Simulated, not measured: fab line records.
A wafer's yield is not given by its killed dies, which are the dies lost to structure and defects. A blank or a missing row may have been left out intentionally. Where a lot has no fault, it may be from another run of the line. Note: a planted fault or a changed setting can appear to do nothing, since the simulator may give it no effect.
Split-lot trial -- flow gf180mcu -- route with 602 steps; 5 lots, 23 wafers read

## ABOUT THE SPLIT
At GF_M3_SPUTTER_04 (material TiN, target thk 50 nm, time 41.7 s), the setting time-s was moved away from the recipe's 41.7 s on 6 of the 23 wafers read, by -6.6% to +4.7%. This setting was run at the recipe's value on the other wafers.

The reading is taken at the split's own step.

## THE READING
TiN_of_M3_SPUTTER_04.thk-nm (the simulator's own value, which no gauge read), in nm, at GF_M3_SPUTTER_04 (material TiN, target thk 50 nm, time 41.7 s). The file gives no usual value for it. Average 49.87 nm, standard deviation 0.45 nm, over the 17 wafers here run with the recipe.

wafer,"tool, chamber at the split","time-s as run, s",against the recipe,"TiN_of_M3_SPUTTER_04.thk-nm, nm",against lot-mates on the recipe
L075.1,"pvd-sputter-04, -",38.93,-6.6%,46.69,-3.06
L075.2,"pvd-sputter-04, -",41.7,recipe,49.81,-
L075.3,"pvd-sputter-04, -",41.7,recipe,49.45,-
L075.4,"pvd-sputter-04, -",41.7,recipe,50,-
L075.5,"pvd-sputter-04, -",38.93,-6.6%,46.38,-3.37
L076.2,"pvd-sputter-02, -",39.71,-4.8%,47.65,-2.71
L076.3,"pvd-sputter-02, -",41.7,recipe,49.63,-
L076.4,"pvd-sputter-02, -",41.7,recipe,50.83,-
L076.5,"pvd-sputter-02, -",41.7,recipe,50.62,-
L076.6,"pvd-sputter-02, -",39.71,-4.8%,47.01,-3.35
L082.1,"pvd-sputter-04, -",43.64,+4.7%,52.63,+2.30
L082.2,"pvd-sputter-04, -",43.64,+4.7%,52.7,+2.37
L082.4,"pvd-sputter-04, -",41.7,recipe,50.51,-
L082.5,"pvd-sputter-04, -",41.7,recipe,50.31,-
L082.6,"pvd-sputter-04, -",41.7,recipe,50.18,-
L083.1,"pvd-sputter-02, -",41.7,recipe,49.55,-
L083.2,"pvd-sputter-02, -",41.7,recipe,49.31,-
L083.3,"pvd-sputter-02, -",41.7,recipe,49.38,-
L083.4,"pvd-sputter-02, -",41.7,recipe,49.67,-
L083.6,"pvd-sputter-02, -",41.7,recipe,49.56,-
L084.2,"pvd-sputter-04, -",41.7,recipe,49.93,-
L084.3,"pvd-sputter-04, -",41.7,recipe,49.39,-
L084.5,"pvd-sputter-04, -",41.7,recipe,49.73,-

FIT RESULTS
A straight line over all 23 wafers: TiN_of_M3_SPUTTER_04.thk-nm changes by +0.538 nm for each +1% of time-s; r = +0.96; the points scatter about the line by 0.43 nm.
The same after taking each lot's own level away (the mean of its wafers on the recipe; 23 wafers): +0.525 nm for each +1%; r = +0.98; scatter 0.33 nm.
On that fit, the largest move of time-s shifts the reading by 3.5 nm.
The span of the lots' own levels, 49.494 to 50.360 nm, comes to 1.9 times the standard deviation stated above.
The two slopes agree, so the slope changes little with the lot-to-lot level.
Check: -3.68 nm against its lot-mates is what the line predicts for one of the wafers moved furthest among these (-6.6%) when that wafer is left out of the fit. It came out at -3.06 nm against them.

## OTHER SPLITS ON THESE WAFERS
Other splits were also applied to these wafers ahead of the reading. Each is held against what the fit with the lots' levels taken away leaves over:
other split on the same wafers,wafers away from the commonest value,r with TiN_of_M3_SPUTTER_04.thk-nm (lot level and that fit taken away)
GF_V1_PEB_12 peb-time-s,3,-0.01
GF_V1_CVD_23 pressure-torr,15,-0.07
GF_M2_EXPOSE_11 dose-mj,11,-0.39
GF_V2_COAT_09 resist-thk-nm,7,-0.04
GF_V2_DEVELOP_13 dev-temp-c,11,-0.39
GF_V2_SPUTTER_22 time-s,9,+0.01

## FILE'S OWN FIT
TiN_of_M3_SPUTTER_04.thk-nm changes by +0.527 nm for each +1% of time-s, r = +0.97.
